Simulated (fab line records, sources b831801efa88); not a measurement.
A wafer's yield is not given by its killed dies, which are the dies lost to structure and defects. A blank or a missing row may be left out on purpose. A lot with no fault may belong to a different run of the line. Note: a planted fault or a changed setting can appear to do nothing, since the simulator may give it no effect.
Matching of chambers || flow gf180mcu || pecvd-03 running GF_V5_CVD_02: 3 sister chambers
The step deposits SiO2 from TEOS, target thk 1450 nm, time 163.28 s. 6 wafers are shown with their chamber, then 7 later ones without.

## WAFERS WITH THEIR CHAMBER
{"wafer": "L077.3", "chamber": 2, "heater power w (W)": 757}
{"wafer": "L077.4", "chamber": 1, "heater power w (W)": 665}
{"wafer": "L077.6", "chamber": 2, "heater power w (W)": 797}
{"wafer": "L078.2", "chamber": 1, "heater power w (W)": 666}
{"wafer": "L088.1", "chamber": 0, "heater power w (W)": 579}
{"wafer": "L088.5", "chamber": 0, "heater power w (W)": 621}

## WAFERS WITHOUT THEIR CHAMBER
{"wafer": "L088.6", "heater power w (W)": 672}
{"wafer": "L090.3", "heater power w (W)": 753}
{"wafer": "L090.4", "heater power w (W)": 832}
{"wafer": "L090.6", "heater power w (W)": 665}
{"wafer": "L091.1", "heater power w (W)": 597}
{"wafer": "L091.3", "heater power w (W)": 627}
{"wafer": "L091.5", "heater power w (W)": 706}

## EACH ONE'S CHAMBER
{"wafer": "L088.6", "from the rows above": 1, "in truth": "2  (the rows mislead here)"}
{"wafer": "L090.3", "from the rows above": 2, "in truth": 2}
{"wafer": "L090.4", "from the rows above": 2, "in truth": 2}
{"wafer": "L090.6", "from the rows above": 1, "in truth": 1}
{"wafer": "L091.1", "from the rows above": 0, "in truth": 0}
{"wafer": "L091.3", "from the rows above": "can't be placed: 0 or 1", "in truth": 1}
{"wafer": "L091.5", "from the rows above": "can't be placed: 1 or 2", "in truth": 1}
Placed correctly: 4 of 7. Unplaceable from these rows: 2, with the true chamber sitting among the candidates in 2. Wrongly placed: 1.
How it was worked out, from the rows above alone: a wafer's distance from a chamber is the root of the sum, over the readings, of the square of ((its reading less the chamber's mean) divided by the reading's scatter). The wafer belongs to the nearest chamber; if the next one is less than 2 further off, it can't be placed. For every chamber, the mean is computed from those of its wafers that are shown. The scatter: the root of (the sum of the squares of (reading less its chamber's mean) over the shown wafers, divided by (wafers less chambers)).
